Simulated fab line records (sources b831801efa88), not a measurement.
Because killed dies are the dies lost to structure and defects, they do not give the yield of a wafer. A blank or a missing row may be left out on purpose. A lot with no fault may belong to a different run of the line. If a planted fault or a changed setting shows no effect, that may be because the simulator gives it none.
fab line records + flow sfq_line
record:
- lots: 14
- wafers: 42
- last_day: 91
route steps=325 shown I1@74
lots untouched by any fault: they come from a run of this same line in which no faults occurred
start_h: hours from the record's opening day to when the first of the lot's shown wafers began + wait_h: hours since the lot's step before + " unchanged from the row above + L1.1+2: one row covering several wafers at once + - no value present, or no start provided + * or withheld: withheld + < > ~ a bound
route shown NAME@n: names a module that has steps shown in the file, with the first one's number in the route + usual: average and standard deviation across the fault-free wafers + same: alike in all rows + chamber/n: place in a boat + sites: the reading at each site + _std_site: standard deviation of those values + _edge_site: inner sites' mean taken away from outer sites' mean + radius_mm: how far each site lies from the wafer's centre + mask NAME#n: copy n + behind: the tool/chamber that last shaped the wafer + hold: cause of the lot's hold/its duration in hours/its outcome + device: the n, p or np transistor that did not switch + end of line: tests of these same wafers at the route's end + a step without rows: its recipe alone + killed: dies that structure and defects cost at the first sort, which is not the same as the wafer's yield + map: per-die view of a wafer (x killed, . not killed, _ where there is no die)
set.NAME: the setting as run; set.NAME@STEP: as run at that earlier step + model.NAME: the simulator's own value behind a step, which no gauge read
route steps across a sampled set of lots; one table per step, one row per wafer
services: when a tool's chamber went out of use (start_h, in hours from the record's first day, below 0 if earlier), for how many hours, and the reason
== steps ==
step: SFQ_TRILAYER_I1_CMP_CMP_046
recipe:
- material: SiO2
- down_force_psi: 3
- platen_rpm: 60
- pad_velocity_m_s: 0.94248
usual:
- motor_current_A: 10.8/0.94
- platen_rpm: 60.00/0.042
- retaining_ring_pressure_frac: 1.001/0.0054
- time_to_endpoint_s: 218/7.8
| lot.wafer | tool   | chamber | start_h | wait_h | motor_current_A | platen_rpm | retaining_ring_pressure_frac | time_to_endpoint_s |
|-----------|--------|---------|---------|--------|-----------------|------------|------------------------------|--------------------|
| L524.3    | cmp-01 | 3       | 619.85  | 7.4    | 12.0            | 60.05      | 0.997                        | 203                |
| L524.6    | "      | 3       | 621.85  | 9.4    | 12.2            | 59.96      | 1.001                        | 205                |
| L524.5    | "      | 0       | "       | "      | 11.2            | 60.02      | 1.007                        | 225                |
| L525.4    | cmp-02 | 2       | 630.22  | 9.3    | 10.3            | 60.03      | 1.006                        | 212                |
| L525.1    | "      | 3       | "       | "      | 10.8            | 60.04      | 0.997                        | 215                |
| L525.6    | "      | 1       | 631.72  | 10.8   | 9.7             | 60.02      | 0.995                        | 230                |
| L526.4    | cmp-01 | 0       | 633.05  | 9.5    | 11.8            | 59.92      | 1.000                        | 228                |
| L526.5    | "      | 3       | 634.55  | 11.0   | 11.5            | 59.97      | 1.010                        | 206                |
| L526.6    | "      | 0       | "       | "      | 11.7            | 59.96      | 0.998                        | 222                |
| L527.4    | cmp-02 | 2       | 633.22  | 7.4    | 10.8            | 59.96      | 1.003                        | 204                |
| L527.1    | "      | 3       | "       | "      | 11.2            | 60.06      | 1.006                        | 212                |
| L527.6    | "      | 1       | 634.72  | 8.9    | 9.6             | 60.06      | 1.008                        | 207                |
| L528.4    | cmp-01 | 0       | 638.55  | 9.2    | 12.2            | 60.00      | 1.006                        | 234                |
| L528.3    | "      | 2       | 639.55  | 10.2   | 8.5             | 60.00      | 1.008                        | 216                |
| L528.6    | "      | 1       | 641.05  | 11.7   | 10.1            | 59.99      | 0.995                        | 230                |
| L529.4    | cmp-01 | 2       | 644.55  | 7.7    | 9.5             | 59.97      | 1.010                        | 214                |
| L529.2    | "      | 0       | 645.55  | 8.7    | 11.9            | 60.03      | 0.997                        | 219                |
| L529.6    | "      | 3       | 647.05  | 10.2   | 12.7            | 60.01      | 1.002                        | 222                |
| L531.2    | cmp-02 | 0       | 647.72  | 6.4    | 11.4            | 60.02      | 1.001                        | 211                |
| L531.1    | "      | 1       | "       | "      | 9.9             | 59.96      | 1.000                        | 214                |
| L531.6    | "      | 1       | 650.22  | 8.8    | 10.2            | 59.98      | 1.004                        | 226                |
| L533.4    | cmp-02 | 0       | 656.72  | 2.1    | 10.7            | 60.02      | 1.001                        | 221                |
| L533.1    | "      | 1       | "       | "      | 10.0            | 60.02      | 0.996                        | 223                |
| L533.2    | "      | 3       | 658.22  | 3.7    | 11.4            | 60.06      | 1.006                        | 218                |
| L537.1    | cmp-02 | 3       | 710.16  | 0.0    | 11.1            | 65.97      | 1.007                        | 200                |
| L537.2    | "      | 1       | 711.16  | 1.0    | 10.2            | 66.09      | 0.996                        | 205                |
| L537.5    | "      | 0       | 712.66  | 2.5    | 11.2            | 66.02      | 0.998                        | 207                |
| L538.2    | cmp-02 | 0       | 719.76  | 0.0    | 11.0            | 65.96      | 0.997                        | 206                |
| L538.3    | "      | 3       | 721.26  | 1.5    | 11.0            | 65.96      | 1.002                        | 210                |
| L538.5    | "      | 0       | "       | "      | 11.1            | 65.95      | 1.002                        | 212                |
| L541.1    | cmp-01 | 0       | 747.91  | 5.6    | 12.4            | 60.00      | 1.006                        | 229                |
| L541.4    | "      | 1       | "       | "      | 9.5             | 60.03      | 0.992                        | 231                |
| L541.2    | "      | 2       | "       | "      | 9.3             | 60.08      | 0.994                        | 221                |
| L543.2    | cmp-01 | 0       | 769.02  | 7.5    | 11.8            | 60.01      | 1.006                        | 221                |
| L543.4    | "      | 2       | 770.02  | 8.5    | 8.9             | 59.97      | 1.000                        | 212                |
| L543.6    | "      | 3       | "       | "      | 12.6            | 60.00      | 1.009                        | 203                |
| L545.1    | cmp-01 | 1       | 796.02  | 7.0    | 9.6             | 59.96      | 1.000                        | 214                |
| L545.6    | "      | 0       | 797.52  | 8.4    | 12.8            | 60.13      | 1.002                        | 229                |
| L545.5    | "      | 1       | "       | "      | 9.9             | 59.97      | 0.998                        | 224                |
| L546.3    | cmp-02 | 3       | 810.60  | 6.3    | 10.5            | 60.01      | 0.995                        | 229                |
| L546.2    | "      | 0       | "       | "      | 11.1            | 59.94      | 0.993                        | 214                |
| L546.5    | "      | 3       | 812.60  | 8.2    | 11.3            | 60.05      | 1.000                        | 218                |
== services ==
| tool   | chamber | start_h | hours | kind                           |
|--------|---------|---------|-------|--------------------------------|
| cmp-02 | -       | 604.01  | 13.3  | pm                             |
| cmp-01 | -       | 622.85  | 6.7   | pm                             |
| cmp-01 | -       | 653.04  | 2.3   | repair                         |
| cmp-02 | -       | 672.71  | 2.8   | pm                             |
| cmp-02 | -       | 674.96  | 1.3   | repair                         |
| cmp-01 | -       | 691.82  | 2.1   | repair                         |
| cmp-01 | -       | 743.22  | 1.2   | repair                         |
| cmp-02 | -       | 746.81  | 4.0   | pm                             |
| cmp-02 | -       | 750.81  | -     | consumable_replace:conditioner |
| cmp-02 | -       | 750.81  | -     | consumable_replace:pad         |
| cmp-01 | -       | 762.62  | 2.9   | repair                         |
| cmp-01 | -       | 784.97  | 1.5   | repair                         |
| cmp-01 | -       | 800.92  | 0.5   | repair                         |
== key ==
first_sign:
- step: SFQ_TRILAYER_I1_CMP_CMP_046
- reading: platen_rpm
- direction: up
- sigmas: 99+
- usual: 60.00
- struck: 65.99
effect none on later readings
met_at SFQ_TRILAYER_I1_CMP_CMP_046
struck_lots L537,L538
onset_between 656.72 710.16
fault:
- kind: process_parameter_drift
- tool: cmp-02
- chamber: -
- onset_h: 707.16
- steps: SFQ_TRILAYER_I1_CMP_CMP_046
- channel: platen_rpm
- offset: 6
- shape: step
- end_h: 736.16
- acts_in: these_recipes_only
- stated: 60
